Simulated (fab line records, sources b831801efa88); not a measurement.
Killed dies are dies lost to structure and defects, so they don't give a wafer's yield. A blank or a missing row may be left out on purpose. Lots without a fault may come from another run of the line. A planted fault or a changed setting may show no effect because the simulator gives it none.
A struck lot beside a sound one | flow sfq_line | 19 steps out of a route of 325
Sound: wafers L314.3, L314.5, L314.6. Struck: wafers L320.1, L320.2, L320.3. The cause comes at the end.
At each step with rows: each side's tool, then ch and its chambers, then its first start. Under that, the readings that differ: sound wafers | struck wafers | difference of the means | sigmas: that difference in standard deviations of wafers without a fault.
alike: readings whose means differ by less than 2 such deviations, and words and numbers that are the same on both sides. not compared: withheld readings, readings that some wafer has no value for, bounds like >300 that may hide the same value, and numbers for which the record gives no deviation and whose values overlap.
The two part at a step that has a row with sigmas, a row that says differs or no value, or rows on one side only. Numbers that don't overlap but have no deviation are shown without sigmas and don't part them. A reading that every wafer of one side lacks parts them only if that side has two wafers or more.

first, 3 steps without rows for these wafers: SFQ_TRILAYER_R5_LITHO_EXPOSE_137 (exposes mask R5, target cd 500 nm); SFQ_TRILAYER_R5_LITHO_PEB_139 (peb time 60 s); SFQ_TRILAYER_R5_LITHO_DEVELOP_138 (time 60 s).
SFQ_R5_OVL_MEAS_935:
  sound on overlay-01, day 70 07:13; struck on overlay-01, day 72 13:16
  alike: R5_OVL
SFQ_TRILAYER_R5_BARC_OPEN_METAL_ETCH_177: etches BARC in O2, target depth 125 nm, time 41.7 s.
  sound on rie_metal-04 ch 0,1, day 70 07:16; struck on rie_metal-01 ch 0,1, day 72 13:18
  reading                     | sound       | struck      | difference | sigmas
  drypump_motor_current_A (A) | 6.6 6.6 6.5 | 5.6 5.4 5.4 | -1.1       | -2
  alike: oes_product_au
  not compared: rf_hours_counter_h
SFQ_TRILAYER_R5_ETCH_METAL_ETCH_139: etches the open film in Cl2, stops on SiO2, target depth 60 nm, time 40 s.
  sound on rie_metal-04 ch 0,1, day 70 07:20; struck on rie_metal-01 ch 0,1, day 72 13:22
  reading                     | sound       | struck      | difference | sigmas
  drypump_motor_current_A (A) | 6.6 6.6 6.5 | 5.6 5.3 5.3 | -1.2       | -2
  alike: oes_product_au
  not compared: rf_hours_counter_h
SFQ_TRILAYER_R5_STRIP_STRIP_140: strips in O2.
  sound on rie_metal-04 ch 0,1, day 70 07:34; struck on rie_metal-01 ch 0,1, day 72 13:25
  reading                     | sound       | struck      | difference | sigmas
  drypump_motor_current_A (A) | 6.7 6.7 6.5 | 5.6 5.4 5.4 | -1.2       | -2
  alike: oes_product_au
  not compared: rf_hours_counter_h
then, 1 step without rows for these wafers: SFQ_TRILAYER_R5_STRIP_SOLV_CLEAN_141 (cleans in NMP, time 600 s).
SFQ_TRILAYER_A5C_DEP_PECVD_142: deposits SiO2 from SiH4/N2O, time 15.556 s, target thk 70 nm.
  sound on pecvd-01 ch 0,2, day 70 08:08; struck on pecvd-02 ch 0,1, day 72 14:11
  alike: heater_power_w, throttle_valve_pct
then, 3 steps without rows for these wafers: SFQ_TRILAYER_I5_LITHO_COAT_149 (resist thk 62 nm); SFQ_TRILAYER_I5_LITHO_COAT_144 (resist thk 650 nm); SFQ_TRILAYER_I5_LITHO_SOFTBAKE_148.
SFQ_TRILAYER_I5_LITHO_EXPOSE_145: exposes mask I5, target cd 700 nm.
  sound on krf_scanner-01 ch 0, day 71 00:14; struck on krf_scanner-02 ch 0, day 72 15:14
  reading              | sound                | struck               | difference | sigmas
  exposure_dose_mJ_cm2 | 21.312 21.332 21.293 | 20.817 20.842 20.809 | -0.490     | -23
  alike: mask
then, 2 steps without rows for these wafers: SFQ_TRILAYER_I5_LITHO_PEB_147 (peb time 60 s); SFQ_TRILAYER_I5_LITHO_DEVELOP_146 (time 60 s).
SFQ_I5_OVL_MEAS_936:
  sound on overlay-02, day 71 01:21; struck on overlay-02, day 72 16:44
  alike: I5_OVL
SFQ_TRILAYER_I5_BARC_OPEN_VIA_ETCH_200: etches BARC in O2, target depth 125 nm, time 41.7 s.
  sound on rie_diel-04 ch 1,2, day 71 01:22; struck on rie_diel-01 ch 1,2,3, day 72 16:47
  reading             | sound             | struck            | difference | sigmas
  model.I5.cd_nm (nm) | 701.6 701.5 701.1 | 695.8 696.9 695.1 | -5.5       |
  alike: drypump_motor_current_A, oes_product_au
  not compared: rf_hours_counter_h
SFQ_TRILAYER_I5_ETCH_VIA_ETCH_147: etches the open film in CHF3, stops on Nb, target depth 360 nm.
  sound on rie_diel-04 ch 1,2, day 71 01:25; struck on rie_diel-01 ch 1,2,3, day 72 16:49
  reading             | sound             | struck            | difference | sigmas
  model.I5.cd_nm (nm) | 702.5 703.6 701.6 | 695.5 694.9 694.9 | -7.5       |
  alike: drypump_motor_current_A, oes_product_au
SFQ_TRILAYER_I5_STRIP_STRIP_148: strips in O2.
  sound on rie_metal-03 ch 0,1, day 71 01:46; struck on rie_metal-03 ch 0,1, day 72 16:58
  alike: drypump_motor_current_A, oes_product_au
  not compared: rf_hours_counter_h

WHERE THEY PART
First at SFQ_TRILAYER_R5_BARC_OPEN_METAL_ETCH_177; last, within this record, at SFQ_TRILAYER_I5_LITHO_EXPOSE_145. Later steps at which nothing parts them and some readings are alike: SFQ_I5_OVL_MEAS_936, SFQ_TRILAYER_I5_BARC_OPEN_VIA_ETCH_200, SFQ_TRILAYER_I5_ETCH_VIA_ETCH_147, SFQ_TRILAYER_I5_STRIP_STRIP_148.

WHY: what the simulator had put in
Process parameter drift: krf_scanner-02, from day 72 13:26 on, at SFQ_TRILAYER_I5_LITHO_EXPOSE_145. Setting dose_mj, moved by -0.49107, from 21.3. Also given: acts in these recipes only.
